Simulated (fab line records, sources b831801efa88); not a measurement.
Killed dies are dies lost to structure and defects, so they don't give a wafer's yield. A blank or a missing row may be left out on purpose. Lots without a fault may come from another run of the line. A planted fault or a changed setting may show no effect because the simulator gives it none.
Which tool did it? | flow sky130 | 11 lots, 33 wafers sampled, at 5 steps of a route of 708

WHAT THE GAUGES READ, wafer by wafer
SKY_VIA2_RS_MEAS_22: measures by four-point-probe. Usual: VIA2_W_RS 0.2715 ohm/sq, standard deviation 0.0023.
lot  | measured     | on            | VIA2_W_RS (ohm/sq)   | flag
L854 | day 36 08:14 | film_metro-03 | 0.2677 0.2675 0.2663 |
L855 | day 36 17:23 | film_metro-03 | 0.2761 0.2705 0.2726 |
L857 | day 37 08:54 | film_metro-03 | 0.2719 0.2734 0.2727 |
L858 | day 37 15:28 | film_metro-04 | 0.2730 0.2710 0.2738 |
L859 | day 37 19:17 | film_metro-03 | 0.2694 0.2687 0.2707 |
L860 | day 38 01:01 | film_metro-01 | 0.2739 0.2730 0.2731 |
L861 | day 38 13:09 | film_metro-04 | 0.2733 0.2687 0.2728 |
L864 | day 39 13:44 | film_metro-03 | 0.2724 0.2761 0.2744 |
L868 | day 40 13:31 | film_metro-03 | 0.2326 0.2345 0.2718 | OFF
L869 | day 41 07:19 | film_metro-04 | 0.2715 0.2332 0.2359 | OFF
L870 | day 41 08:09 | film_metro-03 | 0.2748 0.2738 0.2718 |

SKY_VIA2_THK_MEAS_23: measures by xrf. Usual: VIA2_W_THK 417 nm, standard deviation 8.7.
lot  | measured     | on            | VIA2_W_THK (nm) | flag
L854 | day 36 08:19 | film_metro-03 | 418 422 421     |
L855 | day 36 17:29 | film_metro-03 | 407 417 408     |
L857 | day 37 09:01 | film_metro-03 | 412 408 407     |
L858 | day 37 15:35 | film_metro-04 | 417 423 419     |
L859 | day 37 19:23 | film_metro-03 | 415 415 414     |
L860 | day 38 01:08 | film_metro-01 | 425 421 425     |
L861 | day 38 13:16 | film_metro-04 | 417 426 421     |
L864 | day 39 13:51 | film_metro-03 | 410 404 405     |
L868 | day 40 13:38 | film_metro-03 | 476 471 410     | OFF
L869 | day 41 07:25 | film_metro-04 | 427 503 492     | OFF
L870 | day 41 08:16 | film_metro-03 | 405 405 414     |

WHICH TOOL RAN EACH LOT (tool, then ch and the chambers of the sampled wafers, then the start)
lot  | SKY_VIA1_ETCH_14                   | SKY_METAL2_SPUTTER_04        | SKY_VIA2_CVD_21
L854 | rie_diel-03 ch 0,1, day 33 21:17   | pvd_sputter-04, day 33 22:46 | cvd_w-02 ch 0,1, day 36 08:05
L855 | rie_diel-04 ch 0,1, day 34 07:17   | pvd_sputter-04, day 34 08:42 | cvd_w-01 ch 0,1, day 36 17:14
L857 | rie_diel-02 ch 2,3, day 34 23:38   | pvd_sputter-03, day 35 01:10 | cvd_w-02 ch 1, day 37 08:45
L858 | rie_diel-02 ch 2,3, day 35 06:20   | pvd_sputter-04, day 35 07:49 | cvd_w-01 ch 1, day 37 15:20
L859 | rie_diel-03 ch 0,1,2, day 35 10:44 | pvd_sputter-01, day 35 12:09 | cvd_w-01 ch 0,1, day 37 19:08
L860 | rie_diel-04 ch 0,2,3, day 35 16:20 | pvd_sputter-01, day 35 17:45 | cvd_w-01 ch 0,1, day 38 00:53
L861 | rie_diel-04 ch 1,2,3, day 36 05:29 | pvd_sputter-01, day 36 06:54 | cvd_w-02 ch 0,1, day 38 13:00
L864 | rie_diel-02 ch 0,3, day 37 06:49   | pvd_sputter-03, day 37 08:14 | cvd_w-02 ch 0,1, day 39 13:35
L868 | rie_diel-02 ch 0,2, day 38 07:35   | pvd_sputter-03, day 38 09:00 | cvd_w-01 ch 0,1, day 40 13:23
L869 | rie_diel-04 ch 0,1, day 38 23:08   | pvd_sputter-03, day 39 04:23 | cvd_w-01 ch 0,1, day 41 07:11
L870 | rie_diel-04 ch 0,2,3, day 39 01:05 | pvd_sputter-03, day 39 05:17 | cvd_w-02 ch 0,1, day 41 08:01
- SKY_VIA1_ETCH_14: etches BARC in N2/H2, stops on SiO2, time 45.9 s, target depth 60 nm.
- SKY_METAL2_SPUTTER_04: material TiN, target thk 70 nm, time 58.3 s.
- SKY_VIA2_CVD_21: deposits W, target thk 420 nm, time 126.4 s.

WHAT THE TOOLS THEMSELVES READ (means of the sampled wafers that have a number; where no wafer has one, the mark that the record gives instead)
SKY_VIA1_ETCH_14. Usual: drypump_motor_current_A 5.67 A, standard deviation 0.28; oes_product_au 0.854 a.u., standard deviation 0.0051; throttle_valve_pct 13.224 %, standard deviation 0.009.
lot  | tool        | drypump_motor_current_A (A) | oes_product_au (a.u.) | throttle_valve_pct (%) | flag
L854 | rie_diel-03 | 5.38                        | 0.851                 | 13.224                 |
L855 | rie_diel-04 | 5.85                        | 0.855                 | 13.230                 |
L857 | rie_diel-02 | 5.54                        | 0.848                 | 13.222                 |
L858 | rie_diel-02 | 5.39                        | 0.850                 | 13.223                 |
L859 | rie_diel-03 | 5.33                        | 0.855                 | 13.226                 |
L860 | rie_diel-04 | 5.87                        | 0.861                 | 13.219                 |
L861 | rie_diel-04 | 5.86                        | 0.856                 | 13.227                 |
L864 | rie_diel-02 | 5.94                        | 0.855                 | 13.224                 |
L868 | rie_diel-02 | 5.47                        | 0.851                 | 13.216                 |
L869 | rie_diel-04 | 5.84                        | 0.856                 | 13.232                 |
L870 | rie_diel-04 | 5.88                        | 0.856                 | 13.218                 |

SKY_METAL2_SPUTTER_04. Usual: throttle_valve_pct 30.0 %, standard deviation 0.86.
lot  | tool           | throttle_valve_pct (%) | flag
L854 | pvd_sputter-04 | 30.1                   |
L855 | pvd_sputter-04 | 30.2                   |
L857 | pvd_sputter-03 | 30.8                   |
L858 | pvd_sputter-04 | 29.4                   |
L859 | pvd_sputter-01 | 29.6                   |
L860 | pvd_sputter-01 | 30.0                   |
L861 | pvd_sputter-01 | 30.0                   |
L864 | pvd_sputter-03 | 30.7                   |
L868 | pvd_sputter-03 | 30.4                   |
L869 | pvd_sputter-03 | 29.9                   |
L870 | pvd_sputter-03 | 29.8                   |

SKY_VIA2_CVD_21. Usual: heater_power_w 839 W, standard deviation 52; susceptor_temp_C 399.98 C, standard deviation 0.19.
lot  | tool     | heater_power_w (W) | susceptor_temp_C (C) | flag
L854 | cvd_w-02 | 873                | 399.97               |
L855 | cvd_w-01 | 818                | 400.04               |
L857 | cvd_w-02 | 833                | 400.02               |
L858 | cvd_w-01 | 797                | 400.02               |
L859 | cvd_w-01 | 854                | 399.98               |
L860 | cvd_w-01 | 821                | 399.90               |
L861 | cvd_w-02 | 859                | 400.11               |
L864 | cvd_w-02 | 834                | 400.05               |
L868 | cvd_w-01 | 865                | 405.17               | OFF
L869 | cvd_w-01 | 867                | 405.07               | OFF
L870 | cvd_w-02 | 868                | 400.00               |

THE ANSWER, worked out from the rows above alone
Rule: a lot is off if the mean of its wafers that have a number lies more than 3 standard deviations from the usual mean. A lot without any number at a reading at which 4 lots or more have one is off too. The other lots that the step has rows for count as sound. The gauges are gone through in route order, then the tools' own readings, and for those a lot's mean is taken as printed above. The first step at which some lot is off is used, and at that step the reading that is off furthest; a lot without a number counts as furthest.
Off: L868, L869, at SKY_VIA2_RS_MEAS_22 (VIA2_W_RS).
A tool fits if, at a process step before that reading, it ran every lot that is off, and no sound lot after the first of them. The gauges at SKY_VIA2_RS_MEAS_22 aren't tried: what is off there is off at SKY_VIA2_CVD_21 too, on other tools, and a gauge's error can't cause that. One fits: cvd_w-01 at SKY_VIA2_CVD_21. Its last sound lot is L860 (day 38 00:53), its first lot that is off L868 (day 40 13:23): a fault that began between those two fits.
The tool's own readings at SKY_VIA2_CVD_21 bear it out: on the lots that are off they differ by more than 5 times the standard deviation of the sound lots' means. susceptor_temp_C reads 405.12 C there against 400.01 C on the sound lots.

WHAT THE SIMULATOR HAD PUT IN
Process parameter drift: cvd_w-01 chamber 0, from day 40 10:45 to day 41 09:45, at SKY_VIA2_CVD_21. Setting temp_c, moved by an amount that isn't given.
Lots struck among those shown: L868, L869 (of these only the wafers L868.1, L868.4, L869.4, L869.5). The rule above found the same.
